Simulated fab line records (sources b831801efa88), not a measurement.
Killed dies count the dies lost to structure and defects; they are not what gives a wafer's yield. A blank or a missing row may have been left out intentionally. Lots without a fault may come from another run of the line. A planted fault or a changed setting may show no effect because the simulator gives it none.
Which tool did it? :: flow gf180mcu :: 12 lots, 36 wafers sampled, at 4 steps of a route of 602

## WHAT THE GAUGES READ, wafer by wafer
GF_LVPWELL_TW_MEAS_11.
lot: L780
measured: day 4 06:07
on: filmMetro-01
LVPWELL_TW: 551 554 554

lot: L781
measured: day 4 12:29
on: filmMetro-04
LVPWELL_TW: 547 549 548

lot: L782
measured: day 4 18:49
on: filmMetro-02
LVPWELL_TW: 562 562 562

lot: L784
measured: day 5 01:34
on: filmMetro-01
LVPWELL_TW: 552 553 552

lot: L785
measured: day 5 09:47
on: filmMetro-02
LVPWELL_TW: 562 563 561

lot: L787
measured: day 5 18:25
on: filmMetro-02
LVPWELL_TW: 559 560 560

lot: L788
measured: day 5 23:49
on: filmMetro-01
LVPWELL_TW: 554 556 554

lot: L789
measured: day 6 07:59
on: filmMetro-01
LVPWELL_TW: 553 554 556

lot: L791
measured: day 6 19:27
on: filmMetro-02
LVPWELL_TW: 593 592 591

lot: L792
measured: day 6 23:58
on: filmMetro-02
LVPWELL_TW: 559 562 567

lot: L798
measured: day 8 09:59
on: filmMetro-01
LVPWELL_TW: 586 585 587

lot: L802
measured: day 9 06:32
on: filmMetro-04
LVPWELL_TW: 550 549 551

GF_VT_IMPLANT_RS_MEAS_48: uses a four-point probe to measure.
lot: L780
measured: day 8 02:19
on: filmMetro-02
LVPWELL_RS (ohm/sq): 1187.2 1190.7 1191.0

lot: L781
measured: day 8 11:14
on: filmMetro-01
LVPWELL_RS (ohm/sq): 1199.8 1196.6 1197.3

lot: L782
measured: day 8 17:20
on: filmMetro-04
LVPWELL_RS (ohm/sq): 1197.3 1197.9 1196.7

lot: L784
measured: day 9 00:47
on: filmMetro-02
LVPWELL_RS (ohm/sq): 1201.2 1199.4 1203.0

lot: L785
measured: day 9 14:17
on: filmMetro-02
LVPWELL_RS (ohm/sq): 1194.7 1195.6 1194.7

lot: L787
measured: day 9 22:58
on: filmMetro-02
LVPWELL_RS (ohm/sq): 1197.3 1199.0 1198.6

lot: L788
measured: day 10 03:41
on: filmMetro-02
LVPWELL_RS (ohm/sq): 1196.4 1198.4 1197.4

lot: L789
measured: day 10 14:53
on: filmMetro-01
LVPWELL_RS (ohm/sq): 1197.0 1196.8 1199.7

lot: L791
measured: day 11 04:10
on: filmMetro-02
LVPWELL_RS (ohm/sq): 1032.1 1029.9 1030.2

lot: L792
measured: day 11 08:34
on: filmMetro-04
LVPWELL_RS (ohm/sq): 1194.4 1197.1 1197.7

lot: L798
measured: day 12 23:59
on: filmMetro-02
LVPWELL_RS (ohm/sq): 1034.8 1032.8 1033.8

lot: L802
measured: day 14 00:47
on: filmMetro-01
LVPWELL_RS (ohm/sq): 1191.4 1194.6 1195.0

## EACH LOT AND THE TOOL THAT RAN IT (in order: tool; ch and the chambers of the sampled wafers; start)
lot: L780
GF_LVPWELL_IMPLANT_09: implanter-03 ch 0, day 4 05:52
GF_VT_IMPLANT_RTA_45: rtpAnneal-02 ch 0, day 8 01:58

lot: L781
GF_LVPWELL_IMPLANT_09: implanter-04 ch 0, day 4 12:16
GF_VT_IMPLANT_RTA_45: rtpAnneal-02 ch 0, day 8 10:54

lot: L782
GF_LVPWELL_IMPLANT_09: implanter-04 ch 0, day 4 18:34
GF_VT_IMPLANT_RTA_45: rtpAnneal-02 ch 0, day 8 16:59

lot: L784
GF_LVPWELL_IMPLANT_09: implanter-04 ch 0, day 5 01:19
GF_VT_IMPLANT_RTA_45: rtpAnneal-01 ch 0, day 9 00:26

lot: L785
GF_LVPWELL_IMPLANT_09: implanter-02 ch 0, day 5 09:34
GF_VT_IMPLANT_RTA_45: rtpAnneal-02 ch 0, day 9 13:56

lot: L787
GF_LVPWELL_IMPLANT_09: implanter-03 ch 0, day 5 18:10
GF_VT_IMPLANT_RTA_45: rtpAnneal-02 ch 0, day 9 22:38

lot: L788
GF_LVPWELL_IMPLANT_09: implanter-02 ch 0, day 5 23:34
GF_VT_IMPLANT_RTA_45: rtpAnneal-01 ch 0, day 10 03:21

lot: L789
GF_LVPWELL_IMPLANT_09: implanter-02 ch 0, day 6 07:44
GF_VT_IMPLANT_RTA_45: rtpAnneal-02 ch 0, day 10 14:32

lot: L791
GF_LVPWELL_IMPLANT_09: implanter-03 ch 0, day 6 18:53
GF_VT_IMPLANT_RTA_45: rtpAnneal-01 ch 0, day 11 03:50

lot: L792
GF_LVPWELL_IMPLANT_09: implanter-02 ch 0, day 6 23:43
GF_VT_IMPLANT_RTA_45: rtpAnneal-02 ch 0, day 11 08:14

lot: L798
GF_LVPWELL_IMPLANT_09: implanter-03 ch 0, day 8 09:26
GF_VT_IMPLANT_RTA_45: rtpAnneal-01 ch 0, day 12 23:38

lot: L802
GF_LVPWELL_IMPLANT_09: implanter-03 ch 0, day 9 06:17
GF_VT_IMPLANT_RTA_45: rtpAnneal-01 ch 0, day 14 00:27
- GF_LVPWELL_IMPLANT_09
- GF_VT_IMPLANT_RTA_45: time 30 s.

## AS READ BY THE TOOLS THEMSELVES (means over the sampled wafers that have a number; for cases with no such wafer, the mark the record gives instead)
GF_VT_IMPLANT_RTA_45.
lot: L780
tool: rtpAnneal-02
lampPowerPct (%): 36.9
wafer_temp_C_max: 1052.4

lot: L781
tool: rtpAnneal-02
lampPowerPct (%): 36.8
wafer_temp_C_max: 1053.3

lot: L782
tool: rtpAnneal-02
lampPowerPct (%): 36.9
wafer_temp_C_max: 1053.2

lot: L784
tool: rtpAnneal-01
lampPowerPct (%): 33.2
wafer_temp_C_max: 1054.0

lot: L785
tool: rtpAnneal-02
lampPowerPct (%): 36.9
wafer_temp_C_max: 1053.2

lot: L787
tool: rtpAnneal-02
lampPowerPct (%): 36.9
wafer_temp_C_max: 1053.2

lot: L788
tool: rtpAnneal-01
lampPowerPct (%): 33.1
wafer_temp_C_max: 1053.9

lot: L789
tool: rtpAnneal-02
lampPowerPct (%): 36.9
wafer_temp_C_max: 1053.3

lot: L791
tool: rtpAnneal-01
lampPowerPct (%): 33.2
wafer_temp_C_max: 1053.9

lot: L792
tool: rtpAnneal-02
lampPowerPct (%): 36.8
wafer_temp_C_max: 1053.0

lot: L798
tool: rtpAnneal-01
lampPowerPct (%): 33.2
wafer_temp_C_max: 1053.7

lot: L802
tool: rtpAnneal-01
lampPowerPct (%): 33.2
wafer_temp_C_max: 1053.8

## THE ANSWER, worked out from the rows above alone
Rule: usual is defined by the lots themselves. The widest of any qualifying gaps counts: lots, ordered by their means at a reading, are off when they make up no more than a third of the lots, leave a main group of 4 or more, and stand apart from it by 3 or more times the standard deviation of that group's means. A main group is skipped when, at the precision printed for the reading in the tables above, its means are all equal. Also off: a lot with no number at a reading for which 4 or more lots have one. The other lots that the step has rows for count as sound. After the gauges, taken in route order, come the tools' own readings; for these a lot's mean is taken, as printed above. At the first step where some lot is off, the reading lying furthest off is the one used; lots without a number count as furthest.
Off: L791, L798, seen at GF_LVPWELL_TW_MEAS_11 (LVPWELL_TW). For the main group the mean is 556 and the standard deviation 5.1.
A tool fits if, at a process step before that reading, it ran every lot that is off, and no sound lot after the first of them. The gauges at GF_LVPWELL_TW_MEAS_11 are tried like those tools. No candidate that was tried fits.

## WHAT WAS PUT IN BY THE SIMULATOR
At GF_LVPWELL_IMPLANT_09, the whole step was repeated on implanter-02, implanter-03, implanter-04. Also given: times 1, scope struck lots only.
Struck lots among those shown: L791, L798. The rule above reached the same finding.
